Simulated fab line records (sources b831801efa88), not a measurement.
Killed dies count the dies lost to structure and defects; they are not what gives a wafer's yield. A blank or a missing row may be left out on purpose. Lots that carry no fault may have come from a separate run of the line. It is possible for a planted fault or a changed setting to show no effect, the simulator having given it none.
A lot that was struck, set against a sound lot -- flow sky130 -- 17 out of 708 route steps
Sound: these wafers, L456.1, L456.2, L456.5. Wafers struck: L466.1, L466.4, L466.6. The cause is named last.
At each step with rows: each side's tool, then ch and its chambers, then its first start. Under that, the readings that differ: sound wafers -- struck wafers -- difference of the means -- sigmas: that difference in standard deviations of wafers without a fault.
alike: readings whose means differ by less than 2 such deviations, and words and numbers that are the same on both sides. not compared: withheld readings, readings that some wafer has no value for, bounds like >300 that may hide the same value, and numbers for which the record gives no deviation and whose values overlap.
Wherever a step has rows on one side only, a row that says differs or no value, or a row with sigmas, the two part there. When numbers do not overlap yet have no deviation, they are printed without sigmas and do not part them. Lack of a reading on every wafer of one side parts them only where that side has two or more wafers.

first, 3 steps without rows for these wafers: SKY_LI_CONTACT_EXPOSE_09 (exposes mask LICM1, target cd 170 nm); SKY_LI_CONTACT_PEB_10; SKY_LI_CONTACT_DEVELOP_11 (develop time 60 s).
SKY_LI_CONTACT_CD_MEAS_12: the cd target is 170 nm.
  struck on cd sem-02, day 34 00:32; sound on cd sem-01, day 31 19:35
  alike: cd nm
SKY_LI_CONTACT_OVL_MEAS_13:
  struck on overlay-02, day 34 00:39; sound on overlay-01, day 31 19:42
  alike: LI_CONTACT_OVL
SKY_LI_CONTACT_ETCH_14: etches BARC in N2/H2, stops on SiO2, time 45.9 s, target depth 60 nm.
  sound on rie diel-02 ch 0,3, day 31 19:44; struck on rie diel-01 ch 1,2,3, day 34 00:41
  alike: bias w, drypump motor current A, n2 flow sccm, oes product au, throttle valve pct
  not compared: rf hours counter h
SKY_LI_CONTACT_ETCH_15: etches PSG in C4F8/O2/Ar, stops on Si, target depth 600 nm.
  sound on rie diel-02 ch 0,3, day 31 19:47; struck on rie diel-01 ch 1,2,3, day 34 00:44
  alike: bias w, oes product au
SKY_LI_CONTACT_STRIP_16: strips in O2/N2.
  sound on plasma asher-04 ch 0,1, day 31 19:55; struck on plasma asher-02 ch 0,1, day 34 00:49
  alike: drypump motor current A, n2 flow sccm, oes product au, strip time to endpoint s
  not compared: rf hours counter h
then, 2 steps without rows for these wafers: SKY_LI_CONTACT_CLEAN_17 (cleans in NMP, time 600 s); SKY_LI_CONTACT_PRE_CLEAN_18 (time 5.6 s).
SKY_LI_CONTACT_SPUTTER_19: material Ti, target thk 20 nm, time 106.37 s.
  struck on pvd sputter-04, day 34 01:07; sound on pvd sputter-04, day 31 20:12
  alike: throttle valve pct
SKY_LI_CONTACT_SPUTTER_20: material TiN, target thk 20 nm, time 80 s.
  struck on pvd sputter-04, day 34 01:11; sound on pvd sputter-04, day 31 20:17
  alike: throttle valve pct
SKY_LI_CONTACT_CVD_21: deposits W, target thk 400 nm, time 120.56 s.
  sound on cvd w-02 ch 0,1, day 31 20:20; struck on cvd w-01 ch 0,1, day 34 01:14
  no value came back on the struck wafers for chamber pressure Torr (Torr), heater power outer w (W), heater power w (W), time s (s); on the sound wafers chamber pressure Torr (Torr) reads 39.87 39.93 39.98
SKY_LI_CONTACT_RS_MEAS_22: uses a four-point probe to measure.
  struck on film metro-01, day 34 01:22; sound on film metro-02, day 31 20:28
reading,sound,struck,difference,sigmas
LI_CONTACT_W_RS (ohm/sq),0.284 0.283 0.284,24.957 24.716 24.885,+24.569,+99 or more
SKY_LI_CONTACT_THK_MEAS_23: measures by xrf.
  struck on film metro-01, day 34 01:29; sound on film metro-02, day 31 20:35
reading,sound,struck,difference,sigmas
LI_CONTACT_W_THK (nm),396 396 396,<0 <0 <0,differs,
SKY_LI_CONTACT_CMP_24: polishes, stops on PSG, t overpolish 20 s, target thk 0 nm.
  sound on cmp-01 ch 1,2,3, day 31 20:38; struck on cmp-02 ch 0,1, day 34 01:36
reading,sound,struck,difference,sigmas
time to endpoint s (s),97 95 97,6 5 4,-91,-27
  alike: motor current A
-- record jumps: 15 days separate the struck wafers' starts on either side; left off in module LI_CONTACT, taken up again in module PAD_OPEN, whose first shown step is the route's number 708 --
SKY_PAD_OPEN_PROBE_99:
  struck on prober-01, day 49 07:00; sound on prober-02, day 47 17:04
reading,sound,struck,difference,sigmas
killed at contacts,28 21 27,436 439 419,+406,+72
killed dies,88 76 84,492 492 492,+409,+41
killed on rim,18 15 14,96 96 96,+80,+22
  alike: killed_at_M0_to_M3, killed_at_M4_up, killed at front end, killed at other, killed open, killed short

== WHERE THEY PART ==
Last at SKY_PAD_OPEN_PROBE_99 as far as this record goes, first at SKY_LI_CONTACT_CVD_21.

WHY: what had been put in by the simulator
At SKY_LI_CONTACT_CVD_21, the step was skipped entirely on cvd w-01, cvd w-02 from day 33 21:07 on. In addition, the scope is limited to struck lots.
